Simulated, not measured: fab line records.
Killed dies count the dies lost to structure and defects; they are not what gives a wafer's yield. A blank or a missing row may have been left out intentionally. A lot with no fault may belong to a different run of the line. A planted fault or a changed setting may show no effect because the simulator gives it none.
fab line records ; flow sky130
record: lots: 13; wafers: 39; last-day: 50
route steps=708 shown GATE_OXIDE@202 METAL4@633 VIA4@642 METAL5@666 PAD_OPEN@708
lots that met no fault: taken from a fault-free run of the same line
start-h: start of the lot's first displayed wafer, in hours after the record's first day ; wait-h: hours since the lot's step before ; " identical to the entry in the row above ; L1.1+2: one row covering several wafers at once ; - no value present, or no start provided ; * or withheld: withheld ; < > ~ a bound
route shown NAME@n: NAME is a module with steps in the file, n the number in the route of the first one ; usual: mean/standard deviation taken from wafers without a fault ; same: alike in all rows ; chamber/n: place in a boat ; sites: each site's reading ; _std_site: standard deviation across them ; _edge_site: outer sites' mean less inner sites' ; radius-mm: how far each site lies from the wafer's centre ; mask NAME#n: copy n ; behind: the tool/chamber that last shaped the wafer ; hold: what put the lot on hold/how long, in hours/how the hold closed ; device: the transistor (n, p or np) that didn't switch ; end of line: at the end of the route, the tests of the same wafers ; where a step has no rows: the recipe by itself ; killed: dies that structure and defects cost at the first sort, which is not the same as the wafer's yield ; map: a wafer's dies, marking killed ones x, the rest . and places with no die _
set.NAME: the setting that was run; set.NAME@STEP: the one run at that earlier step ; model.NAME: the simulator's own value behind a step, which no gauge read
the route's steps for a sample of lots (tables are steps, rows are wafers)
services: a tool's chamber out of use, with start hour (start-h, from the record's first day; less than 0 if before it), hours out, and reason
== steps ==
step: SKY_GATE_OXIDE_CLEAN_15
recipe: chemistry: SC1/SC2; mix: 1:4:20; temp-c: 70; time-s: 150; dry: n2-spin
same: time-s: 150
lot.wafer;tool;chamber;start-h;wait-h
L846.1+4+5;wet-bench-01;2;320.20;0.1
L845.3+4+6;wet-bench-03;1;320.76;0.0
L847.1+4+6;wet-bench-04;0;325.11;0.1
L848.2+3+6;wet-bench-01;2;326.51;0.0
L850.1+3+5;wet-bench-01;2;344.85;0.1
L853.4+5+6;wet-bench-01;1;383.96;0.0
L860.2+3+6;wet-bench-04;1;432.53;0.0
L862.1+5+6;wet-bench-04;3;450.60;0.1
L863.2+4+6;wet-bench-03;0;460.25;0.0
L864.3+4+6;wet-bench-03;2;471.46;0.0
L865.2+3+5;wet-bench-04;0;477.27;0.0
L866.2+3+5;wet-bench-01;0;479.61;0.0
L867.1+3+4;wet-bench-04;1;497.40;0.1
step: SKY_METAL4_ETCH_17
recipe: target: SiO2; stop-on: TiN; chemistry: C4F8/O2/Ar; source-w: 1500; bias-w: 1200; pressure-mtorr: 40; c4f8-flow-sccm: withheld; O2_flow_sccm: 6; Ar_flow_sccm: 300; time-s: 3.9; target-depth-a: 150
usual: oes-product-au: 0.754/0.0073
same: time-s: 3.9
lot.wafer;tool;chamber;start-h;wait-h;oes-product-au;rf-hours-counter-h
L846.1;rie-diel-02;2;988.30;0.1;0.751;11
L846.4;rie-diel-02;3;988.30;0.1;0.769;8
L846.5;rie-diel-02;2;988.30;0.1;0.747;-
L845.3;rie-diel-01;0;991.46;0.0;0.751;4
L845.4;rie-diel-01;1;991.46;0.0;0.766;19
L845.6;rie-diel-01;1;991.46;0.0;0.760;-
L847.1;rie-diel-02;1;994.26;0.2;0.757;14
L847.4;rie-diel-02;2;994.26;0.2;0.758;12
L847.6;rie-diel-02;3;994.26;0.2;0.764;-
L848.2;rie-diel-04;2;996.02;0.1;0.768;13
L848.3;rie-diel-04;1;996.02;0.1;0.766;21
L848.6;rie-diel-04;3;996.02;0.1;0.752;-
L850.1;rie-diel-01;3;1008.62;0.1;0.748;16
L850.3;rie-diel-01;1;1008.62;0.1;0.753;20
L850.5;rie-diel-01;0;1008.62;0.1;0.768;-
L853.4;rie-diel-01;3;1041.88;0.0;0.762;17
L853.5;rie-diel-01;3;1041.88;0.0;0.752;-
L853.6;rie-diel-01;0;1041.88;0.0;0.758;-
L860.2;rie-diel-04;3;1077.84;0.1;0.747;23
L860.3;rie-diel-04;0;1077.84;0.1;0.739;12
L860.6;rie-diel-04;3;1077.84;0.1;0.754;-
L862.1;rie-diel-04;3;1096.57;0.1;0.755;24
L862.5;rie-diel-04;3;1096.57;0.1;0.759;-
L862.6;rie-diel-04;0;1096.57;0.1;0.757;-
L863.2;rie-diel-02;3;1096.99;0.1;0.739;12
L863.4;rie-diel-02;1;1096.99;0.1;0.751;17
L863.6;rie-diel-02;2;1096.99;0.1;0.754;-
L864.3;rie-diel-02;1;1104.28;0.0;0.744;17
L864.4;rie-diel-02;3;1104.28;0.0;0.753;-
L864.6;rie-diel-02;0;1104.28;0.0;0.746;-
L865.2;rie-diel-04;0;1104.82;0.1;0.743;14
L865.3;rie-diel-04;2;1104.82;0.1;0.752;16
L865.5;rie-diel-04;3;1104.82;0.1;0.770;-
L866.2;rie-diel-01;2;1111.29;0.1;0.753;12
L866.3;rie-diel-01;3;1111.29;0.1;0.737;19
L866.5;rie-diel-01;1;1111.29;0.1;0.750;-
L867.1;rie-diel-04;1;1120.12;0.1;0.761;24
L867.3;rie-diel-04;0;1120.12;0.1;0.742;14
L867.4;rie-diel-04;2;1120.12;0.1;0.754;17
step: SKY_VIA4_BOW_MEAS_03
recipe: mode: bow
usual: VIA4_BOW: 78/7.8
lot.wafer;tool;chamber;start-h;wait-h;VIA4_BOW[um]
L846.1;film-metro-04;-;989.62;0.2;85
L846.4;film-metro-04;-;989.62;0.2;82
L846.5;film-metro-04;-;989.62;0.2;88
L845.3;film-metro-04;-;993.64;0.3;72
L845.4;film-metro-04;-;993.64;0.3;74
L845.6;film-metro-04;-;993.64;0.3;78
L847.1;film-metro-03;-;995.73;0.1;86
L847.4;film-metro-03;-;995.73;0.1;84
L847.6;film-metro-03;-;995.73;0.1;89
L848.2;film-metro-04;-;997.54;0.2;67
L848.3;film-metro-04;-;997.54;0.2;78
L848.6;film-metro-04;-;997.54;0.2;85
L850.1;film-metro-01;-;1010.10;0.2;77
L850.3;film-metro-01;-;1010.10;0.2;79
L850.5;film-metro-01;-;1010.10;0.2;87
L853.4;film-metro-01;-;1043.27;0.2;74
L853.5;film-metro-01;-;1043.27;0.2;92
L853.6;film-metro-01;-;1043.27;0.2;75
L860.2;film-metro-03;-;1079.46;0.1;70
L860.3;film-metro-03;-;1079.46;0.1;80
L860.6;film-metro-03;-;1079.46;0.1;72
L862.1;film-metro-04;-;1099.67;0.2;86
L862.5;film-metro-04;-;1099.67;0.2;79
L862.6;film-metro-04;-;1099.67;0.2;79
L863.2;film-metro-03;-;1099.99;0.3;76
L863.4;film-metro-03;-;1099.99;0.3;79
L863.6;film-metro-03;-;1099.99;0.3;84
L864.3;film-metro-04;-;1105.90;0.3;83
L864.4;film-metro-04;-;1105.90;0.3;79
L864.6;film-metro-04;-;1105.90;0.3;81
L865.2;film-metro-01;-;1106.48;0.1;78
L865.3;film-metro-01;-;1106.48;0.1;82
L865.5;film-metro-01;-;1106.48;0.1;84
L866.2;film-metro-04;-;1112.80;0.1;69
L866.3;film-metro-04;-;1112.80;0.1;82
L866.5;film-metro-04;-;1112.80;0.1;81
L867.1;film-metro-04;-;1121.94;0.2;72
L867.3;film-metro-04;-;1121.94;0.2;78
L867.4;film-metro-04;-;1121.94;0.2;82
step: SKY_METAL5_RS_MEAS_05
recipe: thk-meas-gauge: four-point-probe; reads: TiN_of_METAL5_SPUTTER_04+Ti_of_METAL5_SPUTTER_03+AlCu_of_METAL5_SPUTTER_02+TiN_of_METAL5_SPUTTER_01+Ti_of_METAL5_SPUTTER_00
usual: METAL5_ALCU_RS: 0.0272/0.00034
lot.wafer;tool;chamber;start-h;wait-h;METAL5_ALCU_RS[ohm/sq]
L846.1;film-metro-02;-;1012.24;0.0;0.0279
L846.4;film-metro-02;-;1012.24;0.0;0.0272
L846.5;film-metro-02;-;1012.24;0.0;0.0274
L845.3;film-metro-01;-;1017.36;0.1;0.0272
L845.4;film-metro-01;-;1017.36;0.1;0.0276
L845.6;film-metro-01;-;1017.36;0.1;0.0273
L847.1;film-metro-04;-;1020.67;0.0;0.0272
L847.4;film-metro-04;-;1020.67;0.0;0.0270
L847.6;film-metro-04;-;1020.67;0.0;0.0268
L848.2;film-metro-02;-;1021.89;0.0;0.0275
L848.3;film-metro-02;-;1021.89;0.0;0.0275
L848.6;film-metro-02;-;1021.89;0.0;0.0276
L850.1;film-metro-01;-;1033.73;0.0;0.0271
L850.3;film-metro-01;-;1033.73;0.0;0.0270
L850.5;film-metro-01;-;1033.73;0.0;0.0273
L853.4;film-metro-01;-;1067.79;0.1;0.0271
L853.5;film-metro-01;-;1067.79;0.1;0.0271
L853.6;film-metro-01;-;1067.79;0.1;0.0269
L860.2;film-metro-01;-;1104.06;0.0;0.0269
L860.3;film-metro-01;-;1104.06;0.0;0.0273
L860.6;film-metro-01;-;1104.06;0.0;0.0272
L862.1;film-metro-04;-;1121.51;0.0;0.0273
L862.5;film-metro-04;-;1121.51;0.0;0.0268
L862.6;film-metro-04;-;1121.51;0.0;0.0272
L863.2;film-metro-01;-;1121.83;0.0;0.0267
L863.4;film-metro-01;-;1121.83;0.0;0.0267
L863.6;film-metro-01;-;1121.83;0.0;0.0264
L864.3;film-metro-02;-;1127.03;0.1;0.0270
L864.4;film-metro-02;-;1127.03;0.1;0.0275
L864.6;film-metro-02;-;1127.03;0.1;0.0273
L865.2;film-metro-01;-;1127.61;0.0;0.0268
L865.3;film-metro-01;-;1127.61;0.0;0.0267
L865.5;film-metro-01;-;1127.61;0.0;0.0268
L866.2;film-metro-01;-;1133.17;0.0;0.0271
L866.3;film-metro-01;-;1133.17;0.0;0.0275
L866.5;film-metro-01;-;1133.17;0.0;0.0276
L867.1;film-metro-02;-;1142.13;0.0;0.0265
L867.3;film-metro-02;-;1142.13;0.0;0.0272
L867.4;film-metro-02;-;1142.13;0.0;0.0269
step: SKY_PAD_OPEN_PROBE_99
usual: killed_at_M0_to_M3: 43/7.2; killed_at_M4_up: 3.1/1.8; killed-at-contacts: 24/5.4; killed-at-front-end: 15/4.4; killed-at-other: 0.4/0.56; killed-dies: 86/9.3; killed-open: 47/6.9; killed-short: 39/6.6
same: gross-dies: 492; killed-at-back-side: 0
lot.wafer;tool;chamber;start-h;wait-h;killed_at_M0_to_M3;killed_at_M4_up;killed-at-contacts;killed-at-front-end;killed-at-other;killed-dies;killed-open;killed-short
L853.4;prober-01;-;1132.81;0.2;41;3;22;31;0;97;42;34
L853.5;prober-01;-;1132.86;0.2;43;5;28;33;1;110;47;39
L853.6;prober-01;-;1132.91;0.2;43;1;27;32;2;105;45;40
L865.2;prober-01;-;1184.65;0.1;41;2;25;12;0;80;57;23
L865.3;prober-01;-;1184.70;0.2;55;4;17;9;0;85;46;39
L865.5;prober-01;-;1184.80;0.2;39;2;24;6;0;71;37;34
killed by level:class
L853.4 GATE_OXIDE:unspecified=21 VIA1:geometric-particle:open=7 VIA2:geometric-particle:open=7 CONTACT:geometric-particle:open=6 METAL2:geometric-particle:short=6 FIELD_ISO:geometric-particle:open=5 LOCAL_INTERCONNECT:geometric-particle:short=5 LI_CONTACT:geometric-particle:open=5
L853.5 GATE_OXIDE:unspecified=24 LI_CONTACT:geometric-particle:open=11 VIA3:geometric-particle:open=8 LOCAL_INTERCONNECT:geometric-particle:short=7 VIA2:geometric-particle:open=7 METAL1:geometric-particle:short=6 VIA1:geometric-particle:open=6 CONTACT:geometric-particle:open=5
L853.6 GATE_OXIDE:unspecified=19 CONTACT:geometric-particle:open=10 METAL2:geometric-particle:short=8 LOCAL_INTERCONNECT:geometric-particle:short=6 VIA1:geometric-particle:short=6 VIA1:geometric-particle:open=6 VIA2:geometric-particle:open=5 METAL3:geometric-particle:short=5
L865.2 VIA1:geometric-particle:open=13 CONTACT:geometric-particle:open=10 LI_CONTACT:geometric-particle:open=9 VIA3:geometric-particle:open=8 FIELD_ISO:geometric-particle:open=5 VIA2:geometric-particle:open=5 VIA1:geometric-particle:short=3 LOCAL_INTERCONNECT:geometric-particle:short=3
L865.3 VIA1:geometric-particle:open=17 METAL2:geometric-particle:short=8 LI_CONTACT:geometric-particle:open=7 VIA2:geometric-particle:open=7 VIA3:geometric-particle:open=6 METAL1:geometric-particle:short=4 METAL3:geometric-particle:short=4 POLY_GATE:geometric-particle:short=3
L865.5 CONTACT:geometric-particle:open=9 VIA1:geometric-particle:open=8 LI_CONTACT:geometric-particle:open=7 METAL1:geometric-particle:short=7 VIA3:geometric-particle:open=5 METAL2:geometric-particle:short=4 VIA2:geometric-particle:short=4 VIA2:geometric-particle:open=4
== services ==
tool;chamber;start-h;hours;kind
rie-diel-01;0;317.16;5.0;repair
rie-diel-01;0;328.46;5.5;repair
rie-diel-01;2;354.20;2.8;repair
rie-diel-02;3;393.21;2.1;repair
rie-diel-02;-;394.21;2.8;pm
rie-diel-04;0;408.14;15.7;repair
rie-diel-04;0;445.10;16.5;repair
rie-diel-04;2;448.81;2.5;repair
rie-diel-02;2;473.78;3.9;repair
rie-diel-04;1;485.35;2.8;repair
wet-bench-01;-;572.33;3.7;repair
rie-diel-04;2;707.32;1.9;repair
wet-bench-04;-;763.28;1.9;pm
wet-bench-04;-;780.51;7.1;repair
rie-diel-04;1;782.17;6.3;repair
rie-diel-04;1;833.78;2.6;repair
rie-diel-04;3;837.75;6.3;repair
rie-diel-04;0;892.37;4.4;repair
rie-diel-04;-;895.45;1.3;repair
wet-bench-04;-;955.08;1.3;repair
rie-diel-04;2;956.14;1.6;repair
rie-diel-04;0;1001.40;1.3;repair
rie-diel-04;-;1084.93;2.8;pm
rie-diel-04;1;1088.69;13.1;repair
== key ==
first-sign: step: SKY_PAD_OPEN_PROBE_99; reading: killed-at-front-end; direction: up; sigmas: 3.8; usual: 15; struck: 32
effect none on later readings
met-at SKY_GATE_OXIDE_CLEAN_15
struck-lots L853
struck-wafers L853.4,L853.5,L853.6
tester-left-out L853
not-acting-at SKY_METAL4_ETCH_17,SKY_VIA4_BOW_MEAS_03,SKY_METAL5_RS_MEAS_05
fault: kind: chamber-particle-source; tool: wet-bench-01; chamber: 1; onset-h: 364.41; steps: SKY_GATE_OXIDE_CLEAN_15; rate-per-visit-cm2: 1.4613; end-h: 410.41
tester-left-out: of these lots the tester's yield and bins aren't shown, on N5 and GAA mostly nor the transistor test; their killed dies are dies lost to structure and defects alone, not to doping, threshold or leakage, so they don't give the yield
